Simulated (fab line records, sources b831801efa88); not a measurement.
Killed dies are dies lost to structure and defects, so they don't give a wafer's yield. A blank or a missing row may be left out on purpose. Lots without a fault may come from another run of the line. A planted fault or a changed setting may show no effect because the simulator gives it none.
Chamber matching | flow gf180mcu | GF_SAB_CVD_00 on pecvd-02: 3 sister chambers
The step deposits SiO2 from TEOS, target thk 50 nm, time 4.9302 s. 6 wafers are shown with their chamber, then 7 later ones without.

WAFERS WITH THEIR CHAMBER
wafer  | chamber | heater_power_w (W)
L699.3 | 1       | 492
L699.4 | 2       | 627
L703.4 | 2       | 616
L703.5 | 0       | 793
L710.2 | 1       | 525
L710.4 | 0       | 804

WAFERS WITHOUT THEIR CHAMBER
wafer  | heater_power_w (W)
L710.6 | 662
L717.1 | 547
L717.3 | 737
L717.6 | 563
L719.1 | 573
L719.2 | 810
L719.5 | 510

WHICH CHAMBER EACH WENT THROUGH
wafer  | from the rows above     | in truth
L710.6 | 2                       | 2
L717.1 | 1                       | 1
L717.3 | 0                       | 0
L717.6 | can't be placed: 1 or 2 | 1
L719.1 | can't be placed: 2 or 1 | 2
L719.2 | 0                       | 0
L719.5 | 1                       | 1
Placed correctly: 5 of 7. Can't be placed from these rows: 2 (the true chamber is among the candidates in 2). Placed wrongly: 0.
How it was worked out, from the rows above alone: a wafer's distance from a chamber is the root of the sum, over the readings, of the square of ((its reading less the chamber's mean) divided by the reading's scatter). The wafer belongs to the nearest chamber; if the next one is less than 2 further off, it can't be placed. A chamber's mean is the mean of its shown wafers. The scatter: the root of (the sum of the squares of (reading less its chamber's mean) over the shown wafers, divided by (wafers less chambers)).
